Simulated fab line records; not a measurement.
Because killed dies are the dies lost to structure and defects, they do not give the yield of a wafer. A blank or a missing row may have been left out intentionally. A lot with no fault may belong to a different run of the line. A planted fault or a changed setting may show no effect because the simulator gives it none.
Which tool did it? | flow gf180mcu | 39 wafers from 13 lots sampled at 4 of the route's 602 steps

## WHAT THE GAUGES SHOWED, per wafer
GF_VT_IMPLANT_RS_MEAS_46: a four-point-probe measurement.
lot  | measured     | on            | MVSD_RS (ohm/sq)
L815 | day 7 11:51  | film_metro-04 | 458.9 457.7 458.8
L817 | day 8 03:45  | film_metro-02 | 455.6 456.4 457.8
L818 | day 8 07:00  | film_metro-02 | 455.9 456.7 457.2
L819 | day 8 14:35  | film_metro-01 | 456.2 455.9 457.0
L820 | day 8 20:21  | film_metro-01 | 458.3 456.5 456.8
L824 | day 10 01:12 | film_metro-01 | 454.7 454.6 454.3
L825 | day 10 09:17 | film_metro-01 | 440.8 441.0 442.7
L827 | day 11 00:37 | film_metro-01 | 440.4 442.5 441.0
L828 | day 11 08:02 | film_metro-02 | 458.2 457.6 459.1
L829 | day 11 14:16 | film_metro-04 | 458.7 459.2 459.2
L830 | day 11 21:24 | film_metro-02 | 457.4 457.0 456.7
L836 | day 13 08:57 | film_metro-02 | 456.5 456.5 457.0
L837 | day 13 21:02 | film_metro-01 | 457.7 456.8 456.9

GF_VT_IMPLANT_RS_MEAS_49: a four-point-probe measurement.
lot  | measured     | on            | MVPSD_RS (ohm/sq)
L815 | day 7 12:13  | film_metro-04 | 1165.1 1164.9 1165.3
L817 | day 8 04:07  | film_metro-02 | 1172.3 1168.7 1166.7
L818 | day 8 07:22  | film_metro-02 | 1168.1 1169.9 1168.0
L819 | day 8 14:57  | film_metro-01 | 1167.6 1163.0 1165.7
L820 | day 8 20:43  | film_metro-01 | 1168.3 1168.3 1166.6
L824 | day 10 01:34 | film_metro-01 | 1167.6 1168.7 1169.1
L825 | day 10 09:39 | film_metro-01 | 1165.5 1169.6 1167.4
L827 | day 11 00:58 | film_metro-01 | 1167.3 1170.6 1167.3
L828 | day 11 08:24 | film_metro-02 | 1169.5 1169.1 1170.2
L829 | day 11 14:37 | film_metro-04 | 1169.4 1171.1 1174.7
L830 | day 11 21:46 | film_metro-02 | 1170.1 1170.3 1169.0
L836 | day 13 09:19 | film_metro-02 | 1166.5 1165.6 1168.5
L837 | day 13 21:24 | film_metro-01 | 1166.7 1164.8 1167.0

GF_HV_LDD_THK_MEAS_57.
lot  | measured     | on            | HV_LDD_CVD_56_THK (nm)
L815 | day 12 07:58 | film_metro-02 | 90.6 90.2 90.1
L817 | day 13 05:34 | film_metro-02 | 88.9 90.1 89.1
L818 | day 13 09:03 | film_metro-04 | 90.7 91.0 90.9
L819 | day 13 18:08 | film_metro-02 | 90.5 90.2 90.2
L820 | day 13 23:04 | film_metro-04 | 90.9 90.6 90.7
L824 | day 15 11:27 | film_metro-01 | 90.4 90.1 90.0
L825 | day 15 22:02 | film_metro-01 | 89.8 89.4 89.3
L827 | day 16 18:20 | film_metro-02 | 90.2 90.3 90.5
L828 | day 17 05:11 | film_metro-01 | 90.6 90.4 90.7
L829 | day 17 09:28 | film_metro-01 | 91.7 91.7 91.5
L830 | day 17 15:19 | film_metro-01 | 90.4 90.4 90.2
L836 | day 19 17:39 | film_metro-02 | 89.2 89.0 89.0
L837 | day 20 01:01 | film_metro-01 | 90.4 90.5 91.0

## TOOL THAT RAN EACH LOT (tool first, then ch and the chambers of the sampled wafers, then the start)
lot  | GF_MVSD_IMPLANT_08
L815 | implanter-04 ch 0, day 4 09:53
L817 | implanter-01 ch 0, day 4 22:49
L818 | implanter-01 ch 0, day 5 02:44
L819 | implanter-04 ch 0, day 5 09:08
L820 | implanter-04 ch 0, day 5 14:02
L824 | implanter-04 ch 0, day 6 12:47
L825 | implanter-04 ch 0, day 6 20:05
L827 | implanter-04 ch 0, day 7 09:35
L828 | implanter-01 ch 0, day 7 16:37
L829 | implanter-02 ch 0, day 7 20:52
L830 | implanter-02 ch 0, day 8 03:38
L836 | implanter-02 ch 0, day 9 10:52
L837 | implanter-02 ch 0, day 9 21:26
- GF_MVSD_IMPLANT_08

## WHAT THE TOOLS THEMSELVES READ (means of the sampled wafers that have a number; where no wafer has one, the mark that the record gives instead)
GF_MVSD_IMPLANT_08.
lot  | tool         | beam_energy_keV | end_station_pressure_torr (Torr)
L815 | implanter-04 | 400.02          | 4.96e-06
L817 | implanter-01 | 399.94          | 5.05e-06
L818 | implanter-01 | 400.07          | 5.23e-06
L819 | implanter-04 | 400.18          | 5.17e-06
L820 | implanter-04 | 399.88          | 5.04e-06
L824 | implanter-04 | 399.90          | 5.04e-06
L825 | implanter-04 | 479.09          | 5.34e-06
L827 | implanter-04 | 478.80          | 5.28e-06
L828 | implanter-01 | 400.06          | 4.96e-06
L829 | implanter-02 | 400.04          | 4.90e-06
L830 | implanter-02 | 399.89          | 5.05e-06
L836 | implanter-02 | 399.94          | 4.99e-06
L837 | implanter-02 | 399.94          | 5.22e-06

## THE ANSWER, worked out from the rows above alone
Rule: what is usual is taken from the lots themselves. Put in order of their means at a reading, lots are off if they are a third of the lots or fewer, leave a main group of 4 or more, and stand apart from it by a gap of 3 or more times the standard deviation of the main group's means; of several such gaps the widest counts. If all means in a main group match to the digits the tables above print for the reading, that group is not used. A lot without any number at a reading at which 4 lots or more have one is off too. Where the step has rows for the other lots, those lots are counted as sound. After the gauges, taken in route order, come the tools' own readings; for these a lot's mean is taken, as printed above. At the first step where some lot is off, the reading lying furthest off is the one used; lots without a number count as furthest.
Off: at GF_VT_IMPLANT_RS_MEAS_46 (MVSD_RS), L825, L827. The main group: mean 457.1 ohm/sq, standard deviation 1.2.
A tool fits if, at a process step before that reading, it ran every lot that is off, and no sound lot after the first of them. Not tried: the gauges at GF_VT_IMPLANT_RS_MEAS_46; whatever is off there is also off at GF_MVSD_IMPLANT_08, on other tools, and gauge error can't account for it. One candidate fits, namely implanter-04 at GF_MVSD_IMPLANT_08. Its last sound lot is L824 (day 6 12:47), its first lot that is off L825 (day 6 20:05): a fault that began between those two fits.
On the lots that are off, the tool's own readings at GF_MVSD_IMPLANT_08 differ by more than 5 times the standard deviation of the sound lots' means, which bears it out; beam_energy_keV reads 478.94 there versus 399.99 on the sound lots.

## WHAT THE SIMULATOR PUT IN
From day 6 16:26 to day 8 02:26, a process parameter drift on implanter-04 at GF_MVSD_IMPLANT_08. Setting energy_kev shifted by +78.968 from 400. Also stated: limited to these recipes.
Struck lots among those shown: L825, L827. The rule above reached the same finding.
